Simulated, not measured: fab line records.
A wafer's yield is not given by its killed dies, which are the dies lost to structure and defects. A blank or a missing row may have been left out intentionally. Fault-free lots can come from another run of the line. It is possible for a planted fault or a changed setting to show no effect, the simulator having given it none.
Which tool was responsible? / flow gf180mcu / 10 lots, 30 wafers sampled, at 5 steps of a route of 602

WHAT EACH GAUGE READ, for each wafer
GF_V3_RS_MEAS_24: a four-point-probe measurement.
lot=L853; measured=day 23 06:56; on=film metro-01; V3_W_RS (ohm/sq)=0.331 0.329 0.332
lot=L857; measured=day 24 15:05; on=film metro-01; V3_W_RS (ohm/sq)=0.315 0.322 0.315
lot=L858; measured=day 25 10:16; on=film metro-01; V3_W_RS (ohm/sq)=0.232 0.318 0.230 0.232 0.318 0.231
lot=L859; measured=day 25 11:25; on=film metro-03; V3_W_RS (ohm/sq)=0.325 0.326 0.328
lot=L860; measured=day 25 23:22; on=film metro-03; V3_W_RS (ohm/sq)=0.317 0.239 0.325 0.317 0.239 0.324
lot=L861; measured=day 26 04:12; on=film metro-04; V3_W_RS (ohm/sq)=0.314 0.312 0.237 0.314 0.312 0.237
lot=L868; measured=day 28 12:20; on=film metro-01; V3_W_RS (ohm/sq)=0.329 0.329 0.330
lot=L872; measured=day 29 03:34; on=film metro-04; V3_W_RS (ohm/sq)=0.328 0.315 0.313
lot=L873; measured=day 29 09:14; on=film metro-03; V3_W_RS (ohm/sq)=0.316 0.318 0.328
lot=L874; measured=day 29 12:45; on=film metro-04; V3_W_RS (ohm/sq)=0.329 0.321 0.318

WHAT TOOL EACH LOT RAN ON (gives the tool, then ch and the chambers of the sampled wafers, and finally the start)
lot=L853; GF_M3_SPUTTER_01=pvd sputter-01, day 21 04:54; GF_V3_STRIP_18=plasma asher-04 ch 0,1, day 23 06:11; GF_V3_SPUTTER_22=pvd sputter-01, day 23 06:44; GF_V3_CVD_23=cvd w-01 ch 0,1, day 23 06:49
lot=L857; GF_M3_SPUTTER_01=pvd sputter-01, day 22 14:59; GF_V3_STRIP_18=plasma asher-01 ch 0,1, day 24 14:20; GF_V3_SPUTTER_22=pvd sputter-02, day 24 14:56; GF_V3_CVD_23=cvd w-02 ch 0,1, day 24 14:58
lot=L858; GF_M3_SPUTTER_01=pvd sputter-01, day 23 10:49; GF_V3_STRIP_18=plasma asher-01 ch 0,1, day 25 09:29; GF_V3_SPUTTER_22=pvd sputter-01, day 25 10:05; GF_V3_CVD_23=cvd w-02 ch 0, day 25 10:07
lot=L859; GF_M3_SPUTTER_01=pvd sputter-04, day 23 13:19; GF_V3_STRIP_18=plasma asher-01 ch 0,1, day 25 10:39; GF_V3_SPUTTER_22=pvd sputter-03, day 25 11:14; GF_V3_CVD_23=cvd w-01 ch 0,1, day 25 11:17
lot=L860; GF_M3_SPUTTER_01=pvd sputter-04, day 24 01:14; GF_V3_STRIP_18=plasma asher-02 ch 0,1, day 25 22:37; GF_V3_SPUTTER_22=pvd sputter-01, day 25 23:13; GF_V3_CVD_23=cvd w-02 ch 0,1, day 25 23:16
lot=L861; GF_M3_SPUTTER_01=pvd sputter-03, day 24 07:06; GF_V3_STRIP_18=plasma asher-04 ch 0,1, day 26 03:26; GF_V3_SPUTTER_22=pvd sputter-01, day 26 04:02; GF_V3_CVD_23=cvd w-02 ch 0,1, day 26 04:05
lot=L868; GF_M3_SPUTTER_01=pvd sputter-01, day 26 18:05; GF_V3_STRIP_18=plasma asher-04 ch 0,1, day 28 11:36; GF_V3_SPUTTER_22=pvd sputter-01, day 28 12:11; GF_V3_CVD_23=cvd w-01 ch 0,1, day 28 12:14
lot=L872; GF_M3_SPUTTER_01=pvd sputter-04, day 27 10:14; GF_V3_STRIP_18=plasma asher-01 ch 1, day 29 02:47; GF_V3_SPUTTER_22=pvd sputter-01, day 29 03:23; GF_V3_CVD_23=cvd w-02 ch 0,1, day 29 03:25
lot=L873; GF_M3_SPUTTER_01=pvd sputter-04, day 27 17:04; GF_V3_STRIP_18=plasma asher-04 ch 0,1, day 29 08:29; GF_V3_SPUTTER_22=pvd sputter-02, day 29 09:05; GF_V3_CVD_23=cvd w-02 ch 0,1, day 29 09:07
lot=L874; GF_M3_SPUTTER_01=pvd sputter-04, day 27 20:53; GF_V3_STRIP_18=plasma asher-02 ch 0,1, day 29 12:00; GF_V3_SPUTTER_22=pvd sputter-01, day 29 12:34; GF_V3_CVD_23=cvd w-02 ch 0,1, day 29 12:38
- GF_M3_SPUTTER_01: material TiN, target thk 30 nm, time 25 s.
- GF_V3_STRIP_18: strips in O2/N2.
- GF_V3_SPUTTER_22: material TiN, target thk 10 nm, time 40 s.
- GF_V3_CVD_23: deposits W, target thk 350 nm, time 104.9 s.

THE ANSWER, worked out from the rows above alone
Rule: usual is defined by the lots themselves. The widest of any qualifying gaps counts: lots, ordered by their means at a reading, are off when they make up no more than a third of the lots, leave a main group of 4 or more, and stand apart from it by 3 or more times the standard deviation of that group's means. A main group whose means are all the same, to the digits that the tables above print for the reading, isn't used. A lot without any number at a reading at which 4 lots or more have one is off too. Any other lot the step has rows for is counted as sound.
Off: L858, L860, L861, at GF_V3_RS_MEAS_24 (V3_W_RS). The main group has a mean of 0.324 ohm/sq with a standard deviation of 0.0048.
A tool fits if, at a process step before that reading, it ran every lot that is off, and no sound lot after the first of them. The gauges at GF_V3_RS_MEAS_24 are tried like those tools. Of those tried, none fits.

WHAT WAS PUT IN BY THE SIMULATOR
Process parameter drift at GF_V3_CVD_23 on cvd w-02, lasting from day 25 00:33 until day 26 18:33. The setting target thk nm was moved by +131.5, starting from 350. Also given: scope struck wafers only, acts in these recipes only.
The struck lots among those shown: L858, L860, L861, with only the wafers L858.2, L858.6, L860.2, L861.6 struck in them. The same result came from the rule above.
